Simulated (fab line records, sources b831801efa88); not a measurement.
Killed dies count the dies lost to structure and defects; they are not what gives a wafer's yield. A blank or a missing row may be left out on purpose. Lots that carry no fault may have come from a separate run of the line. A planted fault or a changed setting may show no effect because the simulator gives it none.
Check of tool commonality || flow gf180mcu || Sample size 12 lots and 36 wafers

## WHY THIS WAS OPENED
Of 12 lots, 1 have the reading STI_CVD_03_THK flagged at GF_STI_THK_MEAS_04. No-fault wafers: 207.4 nm, standard deviation 1.7.
Rule: a lot is flagged when every wafer of it that has a number lies more than 4 standard deviations from that mean, or none has a number. The other lots count as sound.

{"lot": "L124", "measured": "day 1 14:10", "on": "filmMetro-03", "STI_CVD_03_THK (nm), wafer by wafer": "208.5 206.4 209.4", "flag": ""}
{"lot": "L125", "measured": "day 1 18:34", "on": "filmMetro-01", "STI_CVD_03_THK (nm), wafer by wafer": "204.4 204.1 205.7", "flag": ""}
{"lot": "L126", "measured": "day 1 23:34", "on": "filmMetro-02", "STI_CVD_03_THK (nm), wafer by wafer": "208.2 207.7 208.3", "flag": ""}
{"lot": "L129", "measured": "day 2 14:34", "on": "filmMetro-02", "STI_CVD_03_THK (nm), wafer by wafer": "205.3 205.2 204.8", "flag": ""}
{"lot": "L131", "measured": "day 3 00:34", "on": "filmMetro-01", "STI_CVD_03_THK (nm), wafer by wafer": "209.1 210.4 211.3", "flag": ""}
{"lot": "L135", "measured": "day 3 21:17", "on": "filmMetro-03", "STI_CVD_03_THK (nm), wafer by wafer": "206.5 207.2 207.2", "flag": ""}
{"lot": "L138", "measured": "day 4 11:34", "on": "filmMetro-02", "STI_CVD_03_THK (nm), wafer by wafer": "219.7 219.9 217.5", "flag": "FLAGGED"}
{"lot": "L141", "measured": "day 5 03:00", "on": "filmMetro-01", "STI_CVD_03_THK (nm), wafer by wafer": "209.6 210.1 208.3", "flag": ""}
{"lot": "L142", "measured": "day 5 08:10", "on": "filmMetro-01", "STI_CVD_03_THK (nm), wafer by wafer": "209.1 207.3 208.8", "flag": ""}
{"lot": "L143", "measured": "day 5 12:34", "on": "filmMetro-02", "STI_CVD_03_THK (nm), wafer by wafer": "206.5 206.3 207.7", "flag": ""}
{"lot": "L145", "measured": "day 5 22:34", "on": "filmMetro-02", "STI_CVD_03_THK (nm), wafer by wafer": "205.5 205.6 205.4", "flag": ""}
{"lot": "L147", "measured": "day 6 09:49", "on": "filmMetro-03", "STI_CVD_03_THK (nm), wafer by wafer": "207.4 207.8 208.0", "flag": ""}
The mean of the flagged lots' numbers is 219.0 nm, +11.6 nm from the usual (+7 standard deviations).

## EACH LOT AND THE TOOL IT RAN ON
The record holds 1 process step before the reading, out of a route of 602 steps. Every cell lists first the tool, next ch and the chambers used by the sampled wafers, and last the start.
{"lot": "L124", "flag": "", "GF_STI_CVD_03": "lpcvd-01 ch 1, day 1 12:11"}
{"lot": "L125", "flag": "", "GF_STI_CVD_03": "lpcvd-01 ch 1, day 1 16:34"}
{"lot": "L126", "flag": "", "GF_STI_CVD_03": "lpcvd-02 ch 0, day 1 21:34"}
{"lot": "L129", "flag": "", "GF_STI_CVD_03": "lpcvd-02 ch 0, day 2 12:34"}
{"lot": "L131", "flag": "", "GF_STI_CVD_03": "lpcvd-02 ch 1, day 2 22:34"}
{"lot": "L135", "flag": "", "GF_STI_CVD_03": "lpcvd-01 ch 1, day 3 19:17"}
{"lot": "L138", "flag": "FLAGGED", "GF_STI_CVD_03": "lpcvd-01 ch 0, day 4 09:34"}
{"lot": "L141", "flag": "", "GF_STI_CVD_03": "lpcvd-01 ch 1, day 5 01:00"}
{"lot": "L142", "flag": "", "GF_STI_CVD_03": "lpcvd-02 ch 1, day 5 06:10"}
{"lot": "L143", "flag": "", "GF_STI_CVD_03": "lpcvd-02 ch 0, day 5 10:34"}
{"lot": "L145", "flag": "", "GF_STI_CVD_03": "lpcvd-02 ch 0, day 5 20:34"}
{"lot": "L147", "flag": "", "GF_STI_CVD_03": "lpcvd-02 ch 1, day 6 06:50"}
What the steps here do:
- GF_STI_CVD_03: deposits Si3N4 from DCS/NH3, target thk 207.16 nm, time 3551 s.
- GF_STI_THK_MEAS_04

## FLAGGED AGAINST TOTAL, ONE TOOL AT A TIME (gauges that did the reading follow at the end)
{"step": "GF_STI_CVD_03", "tool": "lpcvd-01", "lots run": 5, "flagged": 1, "share of the flagged lots": "all", "sound lots run after its first flagged lot": "1 (L141)"}
{"step": "GF_STI_CVD_03", "tool": "lpcvd-02", "lots run": 7, "flagged": 0, "share of the flagged lots": "none", "sound lots run after its first flagged lot": "-"}
{"step": "GF_STI_THK_MEAS_04", "tool": "filmMetro-01", "lots run": 4, "flagged": 0, "share of the flagged lots": "none", "sound lots run after its first flagged lot": "-"}
{"step": "GF_STI_THK_MEAS_04", "tool": "filmMetro-02", "lots run": 5, "flagged": 1, "share of the flagged lots": "all", "sound lots run after its first flagged lot": "2 (L143,L145)"}
{"step": "GF_STI_THK_MEAS_04", "tool": "filmMetro-03", "lots run": 3, "flagged": 0, "share of the flagged lots": "none", "sound lots run after its first flagged lot": "-"}

## WHAT IS ALLOWED BY THE TABLE
Rows of the table that ran all the flagged lots, 2 in number: lpcvd-01 at GF_STI_CVD_03; filmMetro-02 at GF_STI_THK_MEAS_04.
- lpcvd-01 at GF_STI_CVD_03: 1 of its 5 lots flagged. Sound lots ran on it after the first flagged one (L141), which a lasting fault on the whole tool wouldn't allow.
- filmMetro-02 at GF_STI_THK_MEAS_04: 1 of its 5 lots flagged. Sound lots ran on it after the first flagged one (L143, L145), which a lasting fault on the whole tool wouldn't allow.
No row of the table ran every flagged lot and no sound lot after the first.

## WHAT HAD BEEN PUT IN BY THE SIMULATOR
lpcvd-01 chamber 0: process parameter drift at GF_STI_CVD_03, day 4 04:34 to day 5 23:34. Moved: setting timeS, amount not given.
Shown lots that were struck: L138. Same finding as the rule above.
